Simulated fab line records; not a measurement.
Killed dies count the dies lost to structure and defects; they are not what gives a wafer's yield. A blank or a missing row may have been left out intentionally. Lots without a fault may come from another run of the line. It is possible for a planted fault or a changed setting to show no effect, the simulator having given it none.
A lot that was struck, set against a sound lot    flow sky130    15 steps out of a route of 708
Sound: these wafers, L389.2, L389.4, L389.6. Struck: wafers L402.3, L402.4, L402.5. The cause comes at the end.
At each step with rows: each side's tool, then ch and its chambers, then its first start. Under that, the readings that differ: sound wafers    struck wafers    difference of the means    sigmas: that difference in standard deviations of wafers without a fault.
alike: same words and numbers on both sides, and readings whose means sit less than 2 such deviations apart. not compared: any withheld reading, any reading some wafer has no value for, any bound like >300 that may hide the same value, and any number with overlapping values for which the record gives no deviation.
A row with sigmas, a row that says differs or no value, or rows on one side alone: a step with any of these is where the two part. Numbers that don't overlap but have no deviation are shown without sigmas and don't part them. A reading that every wafer of one side lacks parts them only if that side has two wafers or more.

SKY_NWELL_THK_MEAS_02:
  sound on film-metro-04, day 2 19:11; struck on film-metro-04, day 6 04:39
  alike: NWELL_OXIDATION_THK
then, 8 steps without rows for these wafers: SKY_DNWELL_DEHYDRATE_00 (time 60 s); SKY_DNWELL_HMDS_01 (prime time 60 s); SKY_DNWELL_COAT_02 (resist thk 3000 nm); SKY_DNWELL_SOFTBAKE_03; SKY_DNWELL_EXPOSE_04 (exposes mask DNM, target cd 3000 nm); SKY_DNWELL_PEB_05; SKY_DNWELL_DEVELOP_06 (develop time 60 s); SKY_DNWELL_IMPLANT_07.
SKY_DNWELL_STRIP_08: strips in O2/N2.
  sound on plasma-asher-04 ch 0,1, day 3 11:40; struck on plasma-asher-01 ch 0,1, day 6 22:50
  alike: chamber-pressure-mTorr, drypump-motor-current-A, oes-product-au, strip-time-to-endpoint-s
  not compared: rf-hours-counter-h
SKY_DNWELL_TW_MEAS_09:
  sound on film-metro-04, day 3 11:47; struck on film-metro-01, day 6 22:56
reading    sound           struck          difference  sigmas
DNWELL_TW  1115 1119 1119  1097 1096 1099  -20         -3
then, 1 step without rows for these wafers: SKY_PWDE_DEHYDRATE_00 (time 60 s).
SKY_PWDE_HMDS_01: prime time 60 s.
  sound on litho-track-03 ch 0, day 3 19:29; struck on litho-track-03 ch 0, day 7 08:40
reading           sound                 struck                difference  sigmas
prime-temp-c (C)  119.96 120.02 120.08  113.82 113.91 114.03  -6.10       -47
then, 2 steps without rows for these wafers: SKY_PWDE_COAT_02 (resist thk 3000 nm); SKY_PAD_OPEN_PROBE_99.

## WHERE THEY PART
First at SKY_DNWELL_TW_MEAS_09; last, within this record, at SKY_PWDE_HMDS_01.

WHY: what the simulator had put in
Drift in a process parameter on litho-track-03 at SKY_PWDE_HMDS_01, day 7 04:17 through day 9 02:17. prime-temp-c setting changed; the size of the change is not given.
